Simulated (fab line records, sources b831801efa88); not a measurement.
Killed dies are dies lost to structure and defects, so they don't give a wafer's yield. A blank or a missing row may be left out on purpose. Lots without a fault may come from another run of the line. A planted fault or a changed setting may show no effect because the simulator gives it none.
fab line records | flow sky130
record lots=7 wafers=18 last_day=50
route steps=708 shown LI_CONTACT@381 LOCAL_INTERCONNECT@387 PAD_OPEN@708
lots that met no fault: from a run of the same line without faults
start_h: hours from the record's first day to the start of the lot's first wafer shown | wait_h: hours since the lot's step before | " the same as in the row above | L1.1+2: a row that stands for several wafers | - no value, or no start given | * or withheld: withheld | < > ~ a bound
route shown NAME@n: a module of which the file shows steps, and the number in the route of the first | usual: mean/standard deviation of fault-free wafers | same: alike in all rows | chamber/n: place in a boat | sites: the reading at each site | _std_site: their standard deviation | _edge_site: outer sites' mean less inner sites' | radius_mm: how far each site lies from the wafer's centre | mask NAME#n: copy n | behind: the tool/chamber that last shaped the wafer | hold: why the lot was held/for how many hours/how that ended | device: the transistor (n, p or np) that didn't switch | end of line: the same wafers' tests at the end of the route | a step without rows: its recipe alone | killed: dies lost to structure and defects at the first sort, not the wafer's yield | map: a wafer's dies, x killed, . not, _ none there
set.NAME: the setting as run; set.NAME@STEP: as run at that earlier step | model.NAME: the simulator's own value behind a step, which no gauge read
lots at some steps of the route; a table a step, a row a wafer
services: from which hour (start_h, from the record's first day; less than 0 if before it) a tool's chamber was out of use, for how many hours, and why
## steps
# step SKY_LI_CONTACT_SPUTTER_19
# recipe material=Ti target_thk_nm=20 chamber_pressure_pa=5 power_w=2500 substrate_temp_c=200 time_s=106.37
# usual cathode_dc_power_W=2500.0/0.44 throttle_valve_pct=29.8/0.72
# columns lot.wafer tool chamber start_h wait_h cathode_dc_power_W throttle_valve_pct
L996.2 pvd_sputter-01 - 675.08 0.0 2499.9 29.8
L996.3 " - " " 2499.3 29.5
L996.4 " - " " 2500.0 28.6
L997.1 pvd_sputter-01 - 682.15 0.0 2500.1 29.3
L997.5 " - " " 2500.3 29.5
L997.6 " - " " 2499.9 28.8
L106.2 pvd_sputter-03 - 755.73 0.0 2500.1 30.3
L106.4 " - " " 2500.3 30.0
L108.4 pvd_sputter-03 - 778.61 0.0 2500.9 30.2
L108.5 " - " " 2500.0 28.5
L110.2 pvd_sputter-03 - 786.15 0.0 2499.9 30.1
L110.3 " - " " 2500.9 30.3
L116.1 pvd_sputter-02 - 828.50 0.0 2499.5 30.2
L116.4 " - " " 2500.1 29.5
L116.6 " - " " 2499.8 30.3
L119.3 pvd_sputter-03 - 845.34 0.0 2500.0 30.2
L119.4 " - " " 2500.3 30.1
L119.5 " - " " 2499.0 29.9
# step SKY_LI_CONTACT_SPUTTER_20
# recipe material=TiN target_thk_nm=20 chamber_pressure_pa=5 power_w=4000 time_s=80
# usual cathode_dc_power_W=4000.0/0.7 throttle_valve_pct=29.8/0.76
# columns lot.wafer tool chamber start_h wait_h cathode_dc_power_W throttle_valve_pct
L996.2 pvd_sputter-01 - 675.16 0.0 4000.1 29.8
L996.3 " - " " 3998.6 29.4
L996.4 " - " " 4000.2 28.2
L997.1 pvd_sputter-01 - 682.23 0.0 3999.5 29.5
L997.5 " - " " 4000.8 29.8
L997.6 " - " " 4001.4 28.7
L106.2 pvd_sputter-03 - 755.81 0.0 4000.5 30.2
L106.4 " - " " 3999.7 30.4
L108.4 pvd_sputter-03 - 778.69 0.0 3999.7 30.1
L108.5 " - " " 4000.0 28.5
L110.2 pvd_sputter-03 - 786.23 0.0 4001.1 30.2
L110.3 " - " " 4000.2 30.5
L116.1 pvd_sputter-02 - 828.58 0.0 4000.0 30.4
L116.4 " - " " 3999.4 29.6
L116.6 " - " " 3999.9 30.5
L119.3 pvd_sputter-03 - 845.42 0.0 3999.8 30.2
L119.4 " - " " 3999.1 30.2
L119.5 " - " " 3999.1 30.0
# step SKY_LI_CONTACT_CVD_21
# recipe material=W target_thk_nm=400 time_s=120.56 temp_c=400 pressure_torr=40
# usual chamber_pressure_Torr=40.01/0.079 heater_power_w=938/130
# columns lot.wafer tool chamber start_h wait_h chamber_pressure_Torr heater_power_w
L996.2 cvd_w-02 0 675.22 0.0 39.91 903
L996.3 " 0 " " 39.86 885
L996.4 " 1 " " 40.04 886
L997.1 cvd_w-02 1 682.29 0.0 40.05 884
L997.5 " 0 " " 40.04 884
L997.6 " 1 " " 40.00 870
L106.2 cvd_w-02 1 755.91 0.1 40.17 883
L106.4 " 1 " " 40.06 886
L108.4 cvd_w-02 0 778.80 0.1 40.06 898
L108.5 " 0 " " 39.99 926
L110.2 cvd_w-02 1 786.30 0.0 40.13 907
L110.3 " 1 " " 39.90 885
L116.1 cvd_w-02 1 828.64 0.0 40.04 894
L116.4 " 1 " " 40.10 904
L116.6 " 0 " " 39.89 897
L119.3 cvd_w-02 0 845.52 0.1 39.97 883
L119.4 " 1 " " 40.03 875
L119.5 " 0 " " 40.03 912
# step SKY_LI_CONTACT_RS_MEAS_22
# recipe thk_meas_gauge=four-point-probe reads=W_of_LI_CONTACT_CVD_21+TiN_of_LI_CONTACT_SPUTTER_20+Ti_of_LI_CONTACT_SPUTTER_19
# usual LI_CONTACT_W_RS=0.2865/0.0028
# columns lot.wafer tool chamber start_h wait_h LI_CONTACT_W_RS[ohm/sq]
L996.2 film_metro-03 - 675.36 0.1 0.2862
L996.3 " - " " 0.2877
L996.4 " - " " 0.2887
L997.1 film_metro-03 - 682.42 0.1 0.2928
L997.5 " - " " 0.2886
L997.6 " - " " 0.2907
L106.2 film_metro-04 - 756.14 0.2 0.2912
L106.4 " - " " 0.2868
L108.4 film_metro-04 - 778.94 0.1 0.2880
L108.5 " - " " 0.2867
L110.2 film_metro-02 - 786.44 0.1 0.2855
L110.3 " - " " 0.2881
L116.1 film_metro-04 - 828.76 0.1 0.2889
L116.4 " - " " 0.2879
L116.6 " - " " 0.2905
L119.3 film_metro-02 - 845.65 0.1 0.2851
L119.4 " - " " 0.2859
L119.5 " - " " 0.2838
# step SKY_LI_CONTACT_THK_MEAS_23
# recipe thk_meas_gauge=xrf reads=W_of_LI_CONTACT_CVD_21
# usual LI_CONTACT_W_THK=403/5.4
# columns lot.wafer tool chamber start_h wait_h LI_CONTACT_W_THK[nm]
L996.2 film_metro-03 - 675.47 0.1 402
L996.3 " - " " 399
L996.4 " - " " 399
L997.1 film_metro-03 - 682.54 0.1 394
L997.5 " - " " 397
L997.6 " - " " 395
L106.2 film_metro-04 - 756.25 0.1 395
L106.4 " - " " 399
L108.4 film_metro-04 - 779.03 0.1 402
L108.5 " - " " 404
L110.2 film_metro-02 - 786.55 0.1 402
L110.3 " - " " 397
L116.1 film_metro-04 - 828.88 0.1 408
L116.4 " - " " 412
L116.6 " - " " 405
L119.3 film_metro-02 - 845.75 0.1 407
L119.4 " - " " 408
L119.5 " - " " 409
# step SKY_LI_CONTACT_CMP_24
# recipe stop_on=PSG t_overpolish_s=20 down_force_psi=3.5 platen_rpm=60 target_thk_nm=0 pad_velocity_m_s=0.94248
# usual motor_current_A=10.8/1 overpolish_run_s=20.001/0.0088 platen_rpm=60.00/0.041 slurry_flow_ml_min=150.1/0.41 time_to_endpoint_s=95/3.8
# columns lot.wafer tool chamber start_h wait_h motor_current_A overpolish_run_s platen_rpm slurry_flow_ml_min time_to_endpoint_s
L996.2 cmp-02 1 675.57 0.1 12.7 19.992 60.00 150.0 95
L996.3 " 2 " " 11.1 20.022 60.04 150.9 96
L996.4 " 3 " " 10.3 20.006 59.98 149.7 94
L997.1 cmp-02 1 682.60 0.1 12.5 19.980 59.98 149.8 93
L997.6 " 1 " " 12.3 20.000 59.98 149.3 93
L997.5 " 2 " " 10.4 19.993 60.00 149.8 93
L106.4 cmp-01 1 756.30 0.0 10.7 19.996 60.08 150.2 97
L106.2 " 0 " " 12.5 20.002 60.00 150.1 100
L108.4 cmp-02 0 779.16 0.1 10.9 20.015 59.98 149.7 95
L108.5 " 3 " " 10.9 19.999 59.95 150.1 90
L110.2 cmp-02 1 786.65 0.1 12.2 20.008 60.07 150.2 92
L110.3 " 3 " " 10.4 19.997 60.00 149.5 91
L116.4 cmp-02 1 828.99 0.1 12.7 19.999 59.96 150.6 97
L116.1 " 3 " " 10.5 20.006 59.90 150.3 91
L116.6 " 1 " " 12.3 19.996 59.95 150.4 96
L119.3 cmp-02 3 845.87 0.1 10.2 19.997 59.99 150.5 96
L119.4 " 1 " " 12.7 19.996 59.96 151.2 99
L119.5 " 3 " " 10.0 20.027 60.01 150.0 100
# step SKY_LOCAL_INTERCONNECT_SPUTTER_00
# recipe material=TiN target_thk_nm=100 temp_c=300 power_w=6500 time_s=83.3 chamber_pressure_pa=0.4
# usual cathode_dc_power_W=6500.0/1.2 throttle_valve_pct=30.1/1.2
# columns lot.wafer tool chamber start_h wait_h cathode_dc_power_W throttle_valve_pct
L996.2 pvd_sputter-04 - 675.82 0.2 6500.3 30.5
L996.3 " - " " 6500.5 29.0
L996.4 " - " " 6500.4 28.2
L997.1 pvd_sputter-04 - 682.90 0.2 6500.2 32.4
L997.5 " - " " 6498.3 29.0
L997.6 " - " " 6499.8 32.5
L106.2 pvd_sputter-02 - 756.60 0.1 6498.3 31.1
L106.4 " - " " 6497.7 30.6
L108.4 pvd_sputter-01 - 779.36 0.1 6500.2 29.7
L108.5 " - " " 6498.7 29.7
L110.2 pvd_sputter-01 - 786.90 0.2 6499.3 29.4
L110.3 " - " " 6500.6 30.6
L116.1 pvd_sputter-02 - 829.24 0.1 6499.3 31.3
L116.4 " - " " 6501.1 30.9
L116.6 " - " " 6499.8 30.7
L119.3 pvd_sputter-04 - 846.12 0.2 6501.4 28.2
L119.4 " - " " 6500.5 30.1
L119.5 " - " " 6500.0 30.0
# step SKY_LOCAL_INTERCONNECT_RS_MEAS_01
# recipe thk_meas_gauge=four-point-probe reads=TiN_of_LOCAL_INTERCONNECT_SPUTTER_00
# usual LOCAL_INTERCONNECT_TIN_RS=14.17/0.12
# columns lot.wafer tool chamber start_h wait_h LOCAL_INTERCONNECT_TIN_RS[ohm/sq]
L996.2 film_metro-03 - 675.90 0.1 14.34
L996.3 " - " " 14.27
L996.4 " - " " 14.36
L997.1 film_metro-01 - 682.96 0.0 14.42
L997.5 " - " " 14.19
L997.6 " - " " 14.24
L106.2 film_metro-01 - 756.68 0.1 14.22
L106.4 " - " " 14.20
L108.4 film_metro-03 - 779.48 0.1 14.19
L108.5 " - " " 14.26
L110.2 film_metro-02 - 786.99 0.1 14.05
L110.3 " - " " 14.04
L116.1 film_metro-02 - 829.31 0.0 14.07
L116.4 " - " " 14.11
L116.6 " - " " 14.04
L119.3 film_metro-01 - 846.22 0.1 14.37
L119.4 " - " " 14.51
L119.5 " - " " 14.57
# step SKY_LOCAL_INTERCONNECT_THK_MEAS_02
# recipe thk_meas_gauge=xrf reads=TiN_of_LOCAL_INTERCONNECT_SPUTTER_00
# usual LOCAL_INTERCONNECT_TIN_THK=99.4/0.72
# columns lot.wafer tool chamber start_h wait_h LOCAL_INTERCONNECT_TIN_THK[nm]
L996.2 film_metro-03 - 676.01 0.1 98.8
L996.3 " - " " 99.2
L996.4 " - " " 98.1
L997.1 film_metro-01 - 683.08 0.1 98.1
L997.5 " - " " 99.0
L997.6 " - " " 99.0
L106.2 film_metro-01 - 756.79 0.1 99.9
L106.4 " - " " 99.7
L108.4 film_metro-03 - 779.57 0.1 100.1
L108.5 " - " " 99.6
L110.2 film_metro-02 - 787.10 0.1 99.2
L110.3 " - " " 99.3
L116.1 film_metro-02 - 829.43 0.1 100.1
L116.4 " - " " 99.0
L116.6 " - " " 99.8
L119.3 film_metro-01 - 846.32 0.1 98.6
L119.4 " - " " 97.7
L119.5 " - " " 97.2
# step SKY_LOCAL_INTERCONNECT_DEHYDRATE_03
# recipe temp_c=200 time_s=60
# step SKY_LOCAL_INTERCONNECT_HMDS_04
# recipe prime_time_s=60 prime_temp_c=120
# step SKY_LOCAL_INTERCONNECT_COAT_05
# recipe resist=BARC temp_c=withheld time_s=withheld spin_rpm=3000 resist_thk_nm=60
# step SKY_LOCAL_INTERCONNECT_COAT_06
# recipe resist=KrF-thick spin_rpm=3000 resist_thk_nm=450
# columns lot.wafer tool chamber start_h wait_h model.KrF-thick_of_LOCAL_INTERCONNECT_COAT_06.thk_nm
L996.2 litho_track-01 0 689 - 450.3
L996.3 " 0 " " 450.1
L996.4 " 0 " " 450.7
L997.1 litho_track-02 0 696 - 452
L997.5 " 0 " " 451.2
L997.6 " 0 " " 452.2
L106.2 litho_track-02 0 770 - 462.2
L106.4 " 0 " " 464
L108.4 litho_track-02 0 792 - 461.1
L108.5 " 0 " " 448.9
L110.2 litho_track-02 0 800 - 461.2
L110.3 " 0 " " 449.7
L116.1 litho_track-03 0 842 - 450.3
L116.4 " 0 " " 451
L116.6 " 0 " " 450.2
L119.3 litho_track-01 0 858 - 451.7
L119.4 " 0 " " 452.7
L119.5 " 0 " " 452.1
# step SKY_LOCAL_INTERCONNECT_SOFTBAKE_07
# recipe temp_c=100 time_s=90 resist=KrF-thick
# step SKY_LOCAL_INTERCONNECT_EXPOSE_08
# recipe mask_id=LI1M na=0.8 source_shape=annular sigma_inner=0.55 sigma_outer=0.85 target_cd_nm=170 dose_mj=28
# step SKY_LOCAL_INTERCONNECT_PEB_09
# recipe peb_temp_c=withheld peb_time_s=withheld resist=KrF-thick
# step SKY_LOCAL_INTERCONNECT_DEVELOP_10
# recipe develop_time_s=60 resist=KrF-thick dev_temp_c=21
# step SKY_LOCAL_INTERCONNECT_CD_MEAS_11
# recipe target_cd_nm=170
# usual cd_nm=169.7/1.9
# columns lot.wafer tool chamber start_h wait_h cd_nm
L996.2 cd_sem-01 - 702.87 - 169.2
L996.3 " - " " 167.9
L996.4 " - " " 169.8
L997.1 cd_sem-01 - 711.14 - 167.6
L997.5 " - " " 167.1
L997.6 " - " " 166.8
L106.2 cd_sem-01 - 783.72 - 169.2
L106.4 " - " " 171.3
L108.4 cd_sem-02 - 805.90 - 174.3
L108.5 " - " " 172.3
L110.2 cd_sem-01 - 812.72 - 171.5
L110.3 " - " " 171.5
L116.1 cd_sem-02 - 855.61 - 172.4
L116.4 " - " " 171.1
L116.6 " - " " 171.6
L119.3 cd_sem-02 - 872.45 - 167.1
L119.4 " - " " 167.8
L119.5 " - " " 168.8
# step SKY_LOCAL_INTERCONNECT_OVL_MEAS_12
# usual LOCAL_INTERCONNECT_OVL=0/6
# columns lot.wafer tool chamber start_h wait_h LOCAL_INTERCONNECT_OVL[nm]
L996.2 overlay-02 - 702.98 0.1 -7
L996.3 " - " " -7
L996.4 " - " " -9
L997.1 overlay-01 - 711.26 0.1 2
L997.5 " - " " 10
L997.6 " - " " -3
L106.2 overlay-01 - 783.83 0.1 2
L106.4 " - " " -2
L108.4 overlay-02 - 805.98 0.1 -7
L108.5 " - " " 1
L110.2 overlay-02 - 812.83 0.1 5
L110.3 " - " " -2
L116.1 overlay-02 - 855.73 0.1 0
L116.4 " - " " -4
L116.6 " - " " -8
L119.3 overlay-01 - 872.54 0.1 -6
L119.4 " - " " -3
L119.5 " - " " -2
# step SKY_LOCAL_INTERCONNECT_ETCH_13
# recipe chemistry=N2/H2 target=BARC ion_energy_ev=200 bias_w=100 pressure_mtorr=30 n2_flow_sccm=100 h2_flow_sccm=200 icp_w=500 stop_on=SiO2 time_s=45.9 target_depth_a=600
# step SKY_LOCAL_INTERCONNECT_METAL_ETCH_14
# recipe target_depth_nm=110 stop_on=PSG chemistry=Cl2/BCl3 target=TiN resist_sidewall_deg=88 pressure_mtorr=10 icp_w=900 bias_w=48.5 Cl2_flow_sccm=60 bcl3_flow_sccm=30 time_s=31.4
# usual drypump_motor_current_A=5.8/0.47 oes_product_au=0.941/0.0061 throttle_valve_pct=21.902/0.0099
# columns lot.wafer tool chamber start_h wait_h drypump_motor_current_A oes_product_au rf_hours_counter_h throttle_valve_pct model.KrF-thick_of_LOCAL_INTERCONNECT_COAT_06.thk_nm
L996.2 rie_metal-03 0 703.07 0.0 5.7 0.938 0 21.899 349.9
L996.3 " 1 " " 6.2 0.935 - 21.917 348.7
L996.4 " 0 " " 5.7 0.930 - 21.892 350.9
L997.1 rie_metal-04 1 711.36 0.0 6.0 0.932 14 21.918 352.1
L997.5 " 1 " " 6.0 0.949 - 21.907 350.9
L997.6 " 0 " " 6.5 0.941 - 21.901 349.1
L106.2 rie_metal-01 1 783.92 0.0 5.7 0.934 15 21.899 360.6
L106.4 " 0 " " 4.9 0.941 - 21.915 363
L108.4 rie_metal-01 1 806.17 0.1 5.7 0.939 - 21.885 359.7
L108.5 " 1 " " 5.7 0.931 - 21.908 347.3
L110.2 rie_metal-04 0 812.92 0.0 6.5 0.946 15 21.901 356.9
L110.3 " 1 " " 6.0 0.945 - 21.910 346.8
L116.1 rie_metal-04 0 855.82 0.0 6.5 0.948 17 21.887 346.6
L116.4 " 1 " " 6.0 0.939 - 21.908 348.9
L116.6 " 0 " " 6.5 0.943 - 21.887 346.9
L119.3 rie_metal-01 0 872.72 0.1 4.9 0.937 - 21.901 350.9
L119.4 " 0 " " 4.9 0.924 - 21.923 351.9
L119.5 " 0 " " 4.9 0.922 - 21.918 351.7
# step SKY_LOCAL_INTERCONNECT_STRIP_15
# recipe chemistry=O2/N2 power_w=1400 pressure_mtorr=1500 platen_temp_c=withheld o2_flow_sccm=3000 n2_flow_sccm=300 overash_fraction=0.5
# usual drypump_motor_current_A=5.5/0.42 oes_product_au=0.427/0.0044 strip_time_to_endpoint_s=4.731/0.022
# same overash_fraction=0.5
# columns lot.wafer tool chamber start_h wait_h drypump_motor_current_A oes_product_au rf_hours_counter_h strip_time_to_endpoint_s
L996.2 plasma_asher-03 0 703.12 0.0 6.1 0.423 62 4.742
L996.3 " 1 " " 5.0 0.426 - 4.719
L996.4 " 0 " " 6.1 0.423 - 4.742
L997.1 plasma_asher-01 1 711.41 0.0 5.7 0.434 102 4.765
L997.5 " 0 " " 5.8 0.429 - 4.741
L997.6 " 1 " " 5.7 0.426 - 4.733
L106.2 plasma_asher-01 1 783.98 0.0 5.7 0.426 4 4.836
L106.4 " 0 " " 5.9 0.433 - 4.881
L108.4 plasma_asher-03 0 806.26 0.1 6.1 0.434 - 4.830
L108.5 " 1 " " 5.0 0.428 - 4.710
L110.2 plasma_asher-03 1 812.98 0.0 4.9 0.420 73 4.804
L110.3 " 0 " " 6.1 0.428 - 4.726
L116.1 plasma_asher-03 1 855.88 0.0 5.0 0.430 77 4.704
L116.4 " 1 " " 5.0 0.431 - 4.736
L116.6 " 0 " " 6.1 0.429 - 4.707
L119.3 plasma_asher-01 0 872.82 0.1 5.9 0.428 - 4.752
L119.4 " 1 " " 5.7 0.434 - 4.747
L119.5 " 0 " " 5.9 0.427 - 4.765
# step SKY_LOCAL_INTERCONNECT_STRIP_16
# recipe chemistry=post_etch_residue_remover time_s=1200 temp_c=72.5
# step SKY_PAD_OPEN_PROBE_99
# usual killed_at_M0_to_M3=43/7.5 killed_at_M4_up=3.3/1.9 killed_at_contacts=24/4.6 killed_at_front_end=16/4.9 killed_at_other=0.2/0.46 killed_dies=87/9.1 killed_open=47/7.4 killed_short=39/6.6
# same gross_dies=492 killed_at_back_side=0
# columns lot.wafer tool chamber start_h wait_h killed_at_M0_to_M3 killed_at_M4_up killed_at_contacts killed_at_front_end killed_at_other killed_dies killed_open killed_short
L996.2 prober-01 - 1074.15 0.1 47 3 23 15 0 88 43 45
L996.3 prober-01 - 1074.20 0.2 42 4 35 13 0 94 56 38
L996.4 prober-01 - 1074.25 0.2 51 4 24 17 0 96 51 45
# killed by level:class
L996.2 VIA1:geometric_particle:open=12 METAL1:geometric_particle:short=9 VIA1:geometric_particle:short=7 LI_CONTACT:geometric_particle:open=6 POLY_GATE:geometric_particle:open=5 LOCAL_INTERCONNECT:geometric_particle:short=5 CONTACT:geometric_particle:short=5 FIELD_ISO:geometric_particle:short=4
L996.3 CONTACT:geometric_particle:open=11 VIA1:geometric_particle:open=10 LI_CONTACT:geometric_particle:open=8 VIA2:geometric_particle:open=8 LI_CONTACT:geometric_particle:short=5 CONTACT:geometric_particle:short=5 VIA1:geometric_particle:short=5 VIA3:geometric_particle:open=5
L996.4 LI_CONTACT:geometric_particle:open=10 VIA2:geometric_particle:open=8 VIA1:geometric_particle:short=8 VIA1:geometric_particle:open=8 CONTACT:geometric_particle:open=7 VIA3:geometric_particle:short=6 VIA3:geometric_particle:open=5 FIELD_ISO:geometric_particle:short=4
## services
# columns tool chamber start_h hours kind
pvd_sputter-03 - 662.99 3.5 repair
cmp-02 - 669.75 1.1 repair
cvd_w-02 - 677.23 2.6 repair
rie_metal-01 1 697.17 2.3 repair
cmp-02 - 706.73 1.7 repair
cvd_w-02 0 709.28 3.3 repair
pvd_sputter-03 - 714.53 1.8 repair
rie_metal-03 - 715.16 1.4 pm
cvd_w-02 - 717.43 4.3 pm
pvd_sputter-02 - 726.68 1.0 repair
plasma_asher-01 - 733.79 9.0 pm
cmp-02 - 744.24 4.0 pm
cvd_w-02 0 755.18 2.6 repair
pvd_sputter-03 - 763.75 4.4 repair
cvd_w-02 0 775.30 2.6 repair
rie_metal-01 0 797.48 52.8 repair
rie_metal-04 - 800.55 0.3 repair
rie_metal-01 - 809.35 2.8 pm
pvd_sputter-02 - 825.14 1.9 repair
pvd_sputter-03 - 825.22 0.8 repair
cmp-02 - 831.55 1.7 repair
cmp-02 - 847.95 4.2 pm
pvd_sputter-02 - 858.25 2.8 repair
pvd_sputter-02 - 872.79 3.7 repair
## key
first_sign step=SKY_LOCAL_INTERCONNECT_STRIP_15 reading=strip_time_to_endpoint_s direction=up sigmas=4.7 usual=* struck=*
effect none on later readings
model_effect step=SKY_LOCAL_INTERCONNECT_COAT_06 value=KrF-thick_of_LOCAL_INTERCONNECT_COAT_06.thk_nm without=450.2 struck=462.1
model_effect step=SKY_LOCAL_INTERCONNECT_METAL_ETCH_14 value=KrF-thick_of_LOCAL_INTERCONNECT_COAT_06.thk_nm without=348.1 struck=360
met_at SKY_LOCAL_INTERCONNECT_COAT_06
struck_wafers L106.2,L106.4,L108.4,L110.2
tester_left_out L106,L108,L110
onset_between 696 770
fault kind=process_parameter_drift tool=litho_track-02 chamber=- onset_h=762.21 steps=SKY_LOCAL_INTERCONNECT_COAT_06 channel=resist_thk_nm offset=11.888 shape=step end_h=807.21 scope=struck_wafers_only acts_in=these_recipes_only stated=450
# tester_left_out: of these lots the tester's yield and bins aren't shown, on N5 and GAA mostly nor the transistor test; their killed dies are dies lost to structure and defects alone, not to doping, threshold or leakage, so they don't give the yield
